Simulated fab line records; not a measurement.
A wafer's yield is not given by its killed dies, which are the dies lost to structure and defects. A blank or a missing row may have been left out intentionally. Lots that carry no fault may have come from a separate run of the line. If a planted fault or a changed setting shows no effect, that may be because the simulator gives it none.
fab line records	flow sky130
record: lots: 5	wafers: 15	last_day: 50
route steps=708 shown METAL4@627 VIA4@639 PAD_OPEN@708
lots with no fault: from the same line, run without faults
start_h: hours from the record's opening day to when the first of the lot's shown wafers began	wait_h: hours from the lot's prior step to this one	" same as the row above	L1.1+2: a row that stands for several wafers	- no value present, or no start provided	* or withheld: withheld	< > ~ a bound
route shown NAME@n: names a module that has steps shown in the file, with the first one's number in the route	usual: mean and standard deviation over wafers with no fault	same: alike in all rows	chamber/n: place in a boat	sites: each site's reading	_std_site: standard deviation across them	_edge_site: the outer-site mean with the inner-site mean subtracted	radius_mm: for every site, how far away it sits from the centre of the wafer	mask NAME#n: copy n	behind: the most recent tool/chamber to have shaped the wafer	hold: why the lot was held/for how many hours/how that ended	device: whichever transistor did not switch (one of n, p or np)	end of line: the route-end tests of the same wafers	a step without rows: its recipe alone	killed: dies lost to structure and defects at the first sort, not the wafer's yield	map: a wafer's dies, marking killed ones x, the rest . and places with no die _
set.NAME: the setting that was run; set.NAME@STEP: the one run at that earlier step	model.NAME: the simulator's own value behind a step, which no gauge read
lots seen at some steps along the route; tables by step, rows by wafer
services: when a tool's chamber went out of use (start_h, in hours from the record's first day, below 0 if earlier), for how many hours, and the reason
== steps ==
step: SKY_METAL4_PEB_11
recipe: peb_temp_c: withheld	peb_time_s: withheld	resist: KrF-thick
step: SKY_METAL4_DEVELOP_12
recipe: develop_time_s: 60	resist: KrF-thick	dev_temp_c: 21
step: SKY_METAL4_CD_MEAS_13
recipe: target_cd_nm: 300
usual: cd_nm: 300.3/1.5
lot.wafer	tool	chamber	start_h	wait_h	cd_nm
L325.1	cd_sem-02	-	993.68	-	300.7
L325.2	"	-	"	"	300.8
L325.3	"	-	"	"	300.0
L333.1	cd_sem-01	-	1035.37	-	301.7
L333.3	"	-	"	"	302.3
L333.6	"	-	"	"	301.8
L339.1	cd_sem-02	-	1071.37	-	299.2
L339.4	"	-	"	"	298.2
L339.5	"	-	"	"	299.8
L346.3	cd_sem-02	-	1115.63	-	300.1
L346.5	"	-	"	"	300.6
L346.6	"	-	"	"	299.8
L347.1	cd_sem-02	-	1123.63	-	298.2
L347.3	"	-	"	"	297.6
L347.6	"	-	"	"	298.7
step: SKY_METAL4_OVL_MEAS_14
usual: METAL4_OVL: -3/5.5
lot.wafer	tool	chamber	start_h	wait_h	METAL4_OVL[nm]
L325.1	overlay-01	-	993.80	0.1	-11
L325.2	"	-	"	"	-9
L325.3	"	-	"	"	0
L333.1	overlay-01	-	1035.49	0.1	0
L333.3	"	-	"	"	-8
L333.6	"	-	"	"	-3
L339.1	overlay-01	-	1071.49	0.1	2
L339.4	"	-	"	"	2
L339.5	"	-	"	"	-4
L346.3	overlay-01	-	1115.73	0.1	-1
L346.5	"	-	"	"	-4
L346.6	"	-	"	"	-8
L347.1	overlay-02	-	1123.75	0.1	0
L347.3	"	-	"	"	1
L347.6	"	-	"	"	-3
step: SKY_METAL4_DESCUM_15
recipe: chemistry: O2	source_power_w: 150	bias_power_w: 0	pressure_mtorr: 10	temp_c: 40	time_s: 8
step: SKY_METAL4_ETCH_16
recipe: chemistry: N2/H2	target: BARC	ion_energy_ev: 200	bias_w: 100	pressure_mtorr: 30	n2_flow_sccm: 100	h2_flow_sccm: 200	icp_w: 500	stop_on: SiO2	time_s: 88.2	target_depth_a: 600
usual: chamber_pressure_mTorr: 30.003/0.027	drypump_motor_current_A: 5.6/0.37	oes_product_au: 0.626/0.0047	throttle_valve_pct: 13.204/0.0097
lot.wafer	tool	chamber	start_h	wait_h	chamber_pressure_mTorr	drypump_motor_current_A	oes_product_au	rf_hours_counter_h	throttle_valve_pct
L325.1	rie_metal-04	0	993.86	0.0	29.986	5.7	0.627	5	13.206
L325.2	"	1	"	"	29.990	5.7	0.622	20	13.232
L325.3	"	0	"	"	29.977	5.8	0.628	-	13.207
L333.1	rie_metal-04	0	1035.56	0.0	30.016	5.7	0.623	9	13.200
L333.3	"	1	"	"	30.020	5.7	0.628	-	13.208
L333.6	"	0	"	"	29.994	5.7	0.625	-	13.218
L339.1	rie_metal-03	0	1071.59	0.1	30.027	5.0	0.624	13	13.186
L339.4	"	0	"	"	30.037	5.0	0.624	-	13.208
L339.5	"	0	"	"	29.976	5.0	0.630	-	13.203
L346.3	rie_metal-01	1	1115.81	0.0	29.997	5.4	0.624	-	13.183
L346.5	"	0	"	"	30.030	5.6	0.627	-	13.187
L346.6	"	1	"	"	29.992	5.4	0.629	-	13.208
L347.1	rie_metal-04	1	1123.81	0.0	29.999	5.7	0.634	7	13.201
L347.3	"	1	"	"	29.992	5.7	0.630	-	13.214
L347.6	"	0	"	"	29.985	5.7	0.619	-	13.206
step: SKY_METAL4_ETCH_17
recipe: target: SiO2	stop_on: TiN	chemistry: C4F8/O2/Ar	source_w: 1500	bias_w: 1200	pressure_mtorr: 40	c4f8_flow_sccm: withheld	O2_flow_sccm: 6	Ar_flow_sccm: 300	time_s: 3.9	target_depth_a: 150
usual: chamber_pressure_mTorr: 40.00/0.036	oes_product_au: 0.752/0.0062
lot.wafer	tool	chamber	start_h	wait_h	chamber_pressure_mTorr	oes_product_au	rf_hours_counter_h
L325.1	rie_diel-04	1	993.96	0.1	40.01	0.755	14
L325.2	"	2	"	"	40.07	0.748	26
L325.3	"	3	"	"	39.97	0.750	9
L333.1	rie_diel-01	0	1035.66	0.1	40.00	0.745	20
L333.3	"	1	"	"	39.96	0.753	12
L333.6	"	1	"	"	39.99	0.750	-
L339.1	rie_diel-04	0	1071.79	0.2	40.00	0.740	14
L339.4	"	2	"	"	40.04	0.753	29
L339.5	"	1	"	"	39.97	0.750	-
L346.3	rie_diel-04	0	1115.88	0.0	39.95	0.763	16
L346.5	"	1	"	"	40.00	0.756	-
L346.6	"	0	"	"	39.97	0.758	-
L347.1	rie_diel-01	3	1123.91	0.1	40.03	0.748	19
L347.3	"	2	"	"	40.01	0.755	18
L347.6	"	2	"	"	39.97	0.757	-
step: SKY_METAL4_METAL_ETCH_18
recipe: target_depth_a: 8450	stop_on: SiO2	over_etch_frac: 0.3	time_s: 183.1	chemistry: Cl2/BCl3	resist_sidewall_deg: 88	pressure_mtorr: 10	icp_w: 900	bias_w: 48.5	Cl2_flow_sccm: 60	bcl3_flow_sccm: 30
usual: chamber_pressure_mTorr: 9.999/0.0083	drypump_motor_current_A: 5.5/0.37	oes_product_au: 0.865/0.0055	throttle_valve_pct: 22.264/0.0092
lot.wafer	tool	chamber	start_h	wait_h	chamber_pressure_mTorr	drypump_motor_current_A	oes_product_au	rf_hours_counter_h	throttle_valve_pct
L325.1	rie_metal-03	1	993.98	0.0	10.005	6.1	0.855	21	22.262
L325.2	"	0	"	"	10.008	5.0	0.862	7	22.253
L325.3	"	0	"	"	9.989	5.0	0.854	-	22.268
L333.1	rie_metal-03	0	1035.68	0.0	10.024	5.0	0.871	10	22.264
L333.3	"	1	"	"	10.006	6.1	0.868	-	22.264
L333.6	"	0	"	"	9.995	5.0	0.864	-	22.264
L339.1	rie_metal-01	0	1071.81	0.0	9.980	5.5	0.872	20	22.269
L339.4	"	0	"	"	10.001	5.5	0.864	-	22.262
L339.5	"	1	"	"	9.999	5.4	0.867	-	22.279
L346.3	rie_metal-03	1	1115.96	0.1	9.991	6.2	0.865	-	22.262
L346.5	"	0	"	"	9.992	5.0	0.868	-	22.261
L346.6	"	1	"	"	9.983	6.1	0.866	-	22.255
L347.1	rie_metal-03	1	1123.93	0.0	9.995	6.1	0.866	4	22.256
L347.3	"	0	"	"	9.994	5.0	0.872	-	22.257
L347.6	"	1	"	"	10.002	6.1	0.871	-	22.277
step: SKY_METAL4_STRIP_19
recipe: chemistry: O2/N2	power_w: 1400	pressure_mtorr: 1500	platen_temp_c: withheld	o2_flow_sccm: 3000	n2_flow_sccm: 300	overash_fraction: 0.5
usual: chamber_pressure_mTorr: 1500.0/1.4	drypump_motor_current_A: 5.59/0.21	oes_product_au: 0.502/0.007	strip_time_to_endpoint_s: 6.54/0.13
lot.wafer	tool	chamber	start_h	wait_h	chamber_pressure_mTorr	drypump_motor_current_A	oes_product_au	rf_hours_counter_h	strip_time_to_endpoint_s
L325.1	plasma_asher-02	0	994.16	0.1	1498.9	5.35	0.499	118	6.30
L325.2	"	1	"	"	1502.0	5.58	0.500	118	6.54
L325.3	"	0	"	"	1499.4	5.37	0.497	-	6.52
L333.1	plasma_asher-02	0	1035.85	0.1	1500.6	5.39	0.510	122	6.68
L333.3	"	1	"	"	1499.1	5.59	0.497	-	6.38
L333.6	"	1	"	"	1500.0	5.59	0.513	-	6.62
L339.1	plasma_asher-04	1	1071.98	0.1	1500.4	5.43	0.504	94	6.45
L339.4	"	0	"	"	1499.3	5.67	0.496	-	6.43
L339.5	"	0	"	"	1501.3	5.67	0.501	-	6.62
L346.3	plasma_asher-02	1	1116.11	0.1	1499.3	5.60	0.501	-	6.41
L346.5	"	1	"	"	1500.7	5.57	0.501	-	6.65
L346.6	"	0	"	"	1498.8	5.33	0.491	-	6.39
L347.1	plasma_asher-01	0	1124.11	0.1	1498.4	5.46	0.499	38	6.40
L347.3	"	1	"	"	1501.1	5.94	0.504	-	6.47
L347.6	"	0	"	"	1499.1	5.46	0.492	-	6.33
step: SKY_METAL4_STRIP_20
recipe: chemistry: post_etch_residue_remover	time_s: 1200	temp_c: 72.5
step: SKY_METAL4_CLEAN_21
recipe: chemistry: IPA	time_s: 180	temp_c: 25
step: SKY_METAL4_CLEAN_22
recipe: chemistry: O3/DIW	dry: n2_spin
step: SKY_VIA4_HDPCVD_00
recipe: material: SiO2	target_thk_nm: 1750	sigma_open_frac: 0.3	time_s: 291.7	temp_c: 400	sih4_flow_sccm: 60	pressure_mtorr: 6
lot.wafer	tool	chamber	start_h	wait_h	model.SiO2_of_VIA4_HDPCVD_00.thk_nm
L325.1	hdpcvd-02	0	994.79	0.0	1732
L325.2	"	1	"	"	1748
L325.3	"	2	"	"	1725
L333.1	hdpcvd-02	1	1036.53	0.0	1775
L333.3	"	2	"	"	1796
L333.6	"	1	"	"	1361
L339.1	hdpcvd-01	2	1072.58	0.0	1741
L339.4	"	1	"	"	1745
L339.5	"	2	"	"	1771
L346.3	hdpcvd-01	0	1116.93	0.0	1765
L346.5	"	2	"	"	1762
L346.6	"	0	"	"	1766
L347.1	hdpcvd-01	1	1124.70	0.0	1775
L347.3	"	0	"	"	1754
L347.6	"	2	"	"	1769
step: SKY_VIA4_THK_MEAS_01
recipe: reads: SiO2_of_VIA4_HDPCVD_00
usual: VIA4_HDPCVD_THK: 1758/16
lot.wafer	tool	chamber	start_h	wait_h	VIA4_HDPCVD_THK[nm]
L325.1	film_metro-01	-	994.97	0.1	1731
L325.2	"	-	"	"	1749
L325.3	"	-	"	"	1724
L333.1	film_metro-02	-	1036.71	0.1	1776
L333.3	"	-	"	"	1796
L333.6	"	-	"	"	1362
L339.1	film_metro-01	-	1072.75	0.1	1742
L339.4	"	-	"	"	1745
L339.5	"	-	"	"	1771
L346.3	film_metro-03	-	1117.13	0.1	1766
L346.5	"	-	"	"	1763
L346.6	"	-	"	"	1765
L347.1	film_metro-03	-	1124.88	0.1	1776
L347.3	"	-	"	"	1755
L347.6	"	-	"	"	1767
step: SKY_VIA4_CMP_02
recipe: material: SiO2	down_force_psi: 4	platen_rpm: 60	pad_velocity_m_s: 0.94248
usual: motor_current_A: 12.5/1.4
lot.wafer	tool	chamber	start_h	wait_h	motor_current_A
L325.1	cmp-02	0	995.03	0.1	14.0
L325.3	"	1	"	"	11.7
L325.2	"	3	"	"	15.4
L333.1	cmp-01	2	1036.87	0.1	10.0
L333.3	"	3	"	"	10.7
L333.6	"	1	"	"	11.8
L339.1	cmp-01	0	1072.91	0.1	12.3
L339.4	"	1	"	"	11.7
L339.5	"	3	"	"	11.1
L346.3	cmp-01	3	1117.96	0.8	11.1
L346.5	"	3	"	"	10.6
L346.6	"	0	"	"	12.3
L347.1	cmp-01	1	1124.94	0.1	11.3
L347.3	"	0	"	"	11.2
L347.6	"	2	"	"	10.7
step: SKY_PAD_OPEN_PROBE_99
usual: defect_limited_yield: 81.9/2	killed_at_M0_to_M3: 43/6.5	killed_at_M4_up: 3.2/1.8	killed_at_contacts: 26/5.2	killed_at_front_end: 16/4.8	killed_at_other: 0.3/0.6	killed_dies: 89/9.6	killed_open: 48/7.1	killed_short: 40/6.4	sort_bin_3_pad_short: 0.9/0.37	sort_bin_5_function: 10.7/1.4	sort_bin_6_memory: 6.5/1.2	sort_n_pass: 403/9.6	sort_yield_pct: 81.9/2
same: gross_dies: 492	killed_at_back_side: 0	sort_bin_4_leakage[%]: 0	sort_bin_8_speed[%]: 0
lot.wafer	tool	chamber	start_h	wait_h	defect_limited_yield[%]	killed_at_M0_to_M3	killed_at_M4_up	killed_at_contacts	killed_at_front_end	killed_at_other	killed_dies	killed_open	killed_short	sort_bin_3_pad_short[%]	sort_bin_5_function[%]	sort_bin_6_memory[%]	sort_n_pass	sort_yield_pct[%]	model.etest.met5_comb.leak_log10_a_um
L325.1	prober-02	-	1089.24	0.1	83.1	48	2	18	15	0	83	40	43	0.8	9.3	6.7	409	83.1	-12.04
L325.2	prober-02	-	1089.29	0.1	83.7	42	1	22	15	0	80	47	33	1.0	10.4	4.9	412	83.7	-11.97
L325.3	prober-02	-	1089.34	0.2	81.9	47	4	26	12	0	89	40	49	0.8	9.6	7.7	403	81.9	-12.03
L333.1	prober-02	-	1126.56	0.1	85.6	36	3	23	7	2	71	35	34	1.2	8.1	5.1	421	85.6	-12.14
L333.3	prober-02	-	1126.66	0.2	81.5	38	6	26	21	0	91	43	48	1.0	12.2	5.3	401	81.5	-11.84
L333.6	prober-02	-	1126.81	0.2	82.7	49	2	20	11	3	85	43	40	0.8	10.4	6.1	407	82.7	-11.14
L339.1	prober-02	-	1156.10	0.1	83.9	43	1	23	12	0	79	45	34	0.6	9.3	6.1	413	83.9	-11.98
L339.4	prober-02	-	1156.25	0.2	78.0	54	5	29	20	0	108	63	44	1.0	13.0	7.9	384	78.0	-11.94
L339.5	prober-02	-	1156.30	0.2	81.9	50	1	27	11	0	89	51	37	1.2	11.4	5.5	403	81.9	-12.13
L346.3	prober-01	-	1192.20	0.2	78.3	51	4	30	21	1	107	62	44	0.6	14.4	6.7	385	78.3	-11.88
L346.5	prober-01	-	1192.30	0.2	80.9	57	3	15	17	2	94	45	49	0.4	9.6	9.1	398	80.9	-12.06
L346.6	prober-01	-	1192.35	0.2	82.5	41	2	26	15	2	86	50	35	0.2	11.2	6.1	406	82.5	-11.69
L347.1	prober-02	-	1199.03	0.1	79.5	37	1	41	21	1	101	61	40	0.6	11.4	8.5	391	79.5	-12.07
L347.3	prober-02	-	1199.13	0.2	80.5	50	0	33	13	0	96	51	45	1.4	11.8	6.3	396	80.5	-11.98
L347.6	prober-02	-	1199.28	0.2	82.3	44	2	25	16	0	87	41	46	2.0	10.0	5.7	405	82.3	-12.16
killed by level:class
L325.1 VIA2:geometric_particle:open=11 VIA1:geometric_particle:open=7 CONTACT:geometric_particle:open=6 METAL1:geometric_particle:short=6 VIA3:geometric_particle:short=6 LOCAL_INTERCONNECT:geometric_particle:short=5 VIA3:geometric_particle:open=5 FIELD_ISO:geometric_particle:open=4
L325.2 CONTACT:geometric_particle:open=10 VIA2:geometric_particle:open=9 VIA3:geometric_particle:open=7 LI_CONTACT:geometric_particle:open=5 VIA1:geometric_particle:short=5 METAL1:geometric_particle:short=5 VIA2:geometric_particle:short=5 POLY_GATE:geometric_particle:short=4
L325.3 CONTACT:geometric_particle:open=8 VIA1:geometric_particle:open=8 LI_CONTACT:geometric_particle:open=7 LI_CONTACT:geometric_particle:short=7 METAL1:geometric_particle:short=7 METAL2:geometric_particle:short=7 VIA2:geometric_particle:open=7 VIA3:geometric_particle:open=6
L333.1 LI_CONTACT:geometric_particle:open=8 VIA2:geometric_particle:open=7 LOCAL_INTERCONNECT:geometric_particle:short=6 CONTACT:geometric_particle:open=6 VIA3:geometric_particle:open=5 METAL1:geometric_particle:short=4 VIA1:geometric_particle:open=4 METAL2:geometric_particle:short=4
L333.3 LI_CONTACT:geometric_particle:open=8 FIELD_ISO:geometric_particle:short=7 CONTACT:geometric_particle:short=7 VIA1:geometric_particle:short=7 VIA1:geometric_particle:open=7 CONTACT:geometric_particle:open=6 VIA2:geometric_particle:short=6 VIA3:geometric_particle:open=5
L333.6 VIA1:geometric_particle:open=13 METAL1:geometric_particle:short=10 LI_CONTACT:geometric_particle:open=9 CONTACT:geometric_particle:short=7 VIA3:geometric_particle:open=6 VIA2:geometric_particle:open=5 POLY_GATE:geometric_particle:short=4 FIELD_ISO:geometric_particle:open=3
L339.1 VIA1:geometric_particle:open=10 CONTACT:geometric_particle:open=8 VIA2:geometric_particle:open=7 VIA3:geometric_particle:open=7 VIA1:geometric_particle:short=6 LI_CONTACT:geometric_particle:short=5 POLY_GATE:geometric_particle:short=4 LI_CONTACT:geometric_particle:open=4
L339.4 VIA1:geometric_particle:open=12 CONTACT:geometric_particle:open=11 VIA2:geometric_particle:open=8 VIA3:geometric_particle:open=8 LOCAL_INTERCONNECT:geometric_particle:short=7 METAL1:geometric_particle:short=6 FIELD_ISO:geometric_particle:open=5 LI_CONTACT:geometric_particle:open=5
L339.5 VIA1:geometric_particle:open=15 CONTACT:geometric_particle:open=12 CONTACT:geometric_particle:short=6 VIA3:geometric_particle:open=6 POLY_GATE:geometric_particle:open=4 LI_CONTACT:geometric_particle:open=4 LOCAL_INTERCONNECT:geometric_particle:short=4 METAL1:geometric_particle:short=4
L346.3 CONTACT:geometric_particle:open=17 VIA1:geometric_particle:open=9 LI_CONTACT:geometric_particle:open=8 VIA3:geometric_particle:open=8 FIELD_ISO:geometric_particle:short=7 VIA1:geometric_particle:short=6 VIA2:geometric_particle:open=6 METAL1:geometric_particle:short=5
L346.5 VIA1:geometric_particle:open=14 CONTACT:geometric_particle:open=9 METAL2:geometric_particle:short=9 VIA1:geometric_particle:short=8 VIA2:geometric_particle:open=6 METAL1:geometric_particle:short=6 VIA3:geometric_particle:short=6 POLY_GATE:geometric_particle:short=5
L346.6 VIA1:geometric_particle:open=16 CONTACT:geometric_particle:open=12 METAL2:geometric_particle:short=7 FIELD_ISO:geometric_particle:open=6 LI_CONTACT:geometric_particle:open=6 LOCAL_INTERCONNECT:geometric_particle:short=5 METAL1:geometric_particle:short=4 VIA3:geometric_particle:open=4
L347.1 CONTACT:geometric_particle:open=15 VIA1:geometric_particle:open=11 FIELD_ISO:geometric_particle:short=8 LOCAL_INTERCONNECT:geometric_particle:short=8 LI_CONTACT:geometric_particle:open=8 CONTACT:geometric_particle:short=7 VIA2:geometric_particle:open=7 VIA3:geometric_particle:open=7
L347.3 LI_CONTACT:geometric_particle:open=11 CONTACT:geometric_particle:open=10 VIA2:geometric_particle:open=9 VIA1:geometric_particle:open=7 METAL2:geometric_particle:short=7 VIA3:geometric_particle:short=6 METAL3:geometric_particle:short=5 CONTACT:geometric_particle:short=4
L347.6 VIA1:geometric_particle:short=10 LI_CONTACT:geometric_particle:open=9 LOCAL_INTERCONNECT:geometric_particle:short=6 METAL1:geometric_particle:short=6 METAL2:geometric_particle:short=6 VIA2:geometric_particle:open=6 POLY_GATE:geometric_particle:open=5 VIA1:geometric_particle:open=5
== services ==
tool	chamber	start_h	hours	kind
cmp-02	-	973.02	6.3	pm
rie_diel-01	2	976.43	15.6	repair
rie_metal-04	-	998.82	0.6	repair
cmp-01	-	999.58	1.9	repair
cmp-02	-	1006.54	0.9	repair
cmp-01	-	1014.91	2.5	repair
cmp-01	-	1023.99	0.9	repair
plasma_asher-04	-	1051.77	4.3	repair
rie_metal-04	-	1053.88	0.9	repair
plasma_asher-02	-	1055.25	9.0	pm
hdpcvd-02	2	1056.08	11.9	repair
rie_metal-03	1	1057.75	-	clean
rie_metal-03	1	1057.75	20.1	scheduled_down
rie_metal-03	1	1057.75	20.1	vent_cycle
hdpcvd-01	1	1058.24	7.0	repair
plasma_asher-02	-	1078.11	4.3	pm
cmp-01	-	1084.00	4.0	pm
hdpcvd-01	-	1086.33	0.3	repair
rie_diel-01	-	1095.53	0.4	repair
rie_metal-04	0	1096.18	17.8	repair
hdpcvd-02	-	1106.35	2.9	repair
cmp-01	-	1107.15	3.6	repair
rie_diel-01	1	1110.20	18.9	repair
cmp-01	-	1110.61	1.3	repair
== key ==
first_sign: step: SKY_VIA4_THK_MEAS_01	reading: VIA4_HDPCVD_THK	direction: down	sigmas: 24	usual: 1758	struck: 1362
effect none on later readings
model_effect: step: SKY_VIA4_HDPCVD_00	value: SiO2_of_VIA4_HDPCVD_00.thk_nm	without: 1795	struck: 1361
model_effect: step: SKY_PAD_OPEN_PROBE_99	value: etest.met5_comb.leak_log10_a_um	without: -12.02	struck: -11.14
met_at SKY_VIA4_HDPCVD_00
struck_wafers L333.6
onset_between 994.79 1036.53
fault: kind: process_parameter_drift	tool: hdpcvd-02	chamber: -	onset_h: 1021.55	steps: SKY_VIA4_HDPCVD_00	channel: target_thk_nm	offset: -434.11	shape: step	end_h: 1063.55	scope: struck_wafers_only	acts_in: these_recipes_only	stated: 1750
